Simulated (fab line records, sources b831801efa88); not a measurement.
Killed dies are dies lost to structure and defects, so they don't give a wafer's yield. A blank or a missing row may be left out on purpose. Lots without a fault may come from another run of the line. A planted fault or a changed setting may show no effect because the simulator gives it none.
Chamber matching | flow sky130 | SKY_VIA1_ETCH_15 on rie_diel-02: 4 sister chambers
The step etches SiO2 in C4F8/O2/Ar, stops on TiN, target depth 351 nm, time 54 s. 4 wafers are shown with their chamber, then 7 later ones without.

WAFERS WITH THEIR CHAMBER
wafer  | chamber | oes_product_au (a.u.)
L085.2 | 1       | 0.978
L085.3 | 0       | 0.981
L086.1 | 2       | 0.980
L086.2 | 3       | 0.976

WAFERS WITHOUT THEIR CHAMBER
wafer  | oes_product_au (a.u.)
L086.6 | 0.989
L087.3 | 0.981
L087.4 | 0.982
L087.6 | 0.986
L092.3 | 0.980
L092.4 | 0.988
L092.5 | 0.983

WHICH CHAMBER EACH WENT THROUGH
wafer  | from the rows above               | in truth
L086.6 | can't be placed: 0 or 2 or 1 or 3 | 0
L087.3 | can't be placed: 0 or 2 or 1 or 3 | 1
L087.4 | can't be placed: 0 or 2 or 1 or 3 | 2
L087.6 | can't be placed: 0 or 2 or 1 or 3 | 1
L092.3 | can't be placed: 2 or 0 or 1 or 3 | 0
L092.4 | can't be placed: 0 or 2 or 1 or 3 | 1
L092.5 | can't be placed: 0 or 2 or 1 or 3 | 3
Placed correctly: 0 of 7. Can't be placed from these rows: 7 (the true chamber is among the candidates in 7). Placed wrongly: 0.
How it was worked out, from the rows above alone: a wafer's distance from a chamber is the root of the sum, over the readings, of the square of ((its reading less the chamber's mean) divided by the reading's scatter). The wafer belongs to the nearest chamber; if the next one is less than 2 further off, it can't be placed. A chamber's mean is the mean of its shown wafers. The scatter: with one shown wafer a chamber, the root of the mean of the squares of how far each hidden wafer lies from its nearest shown one.
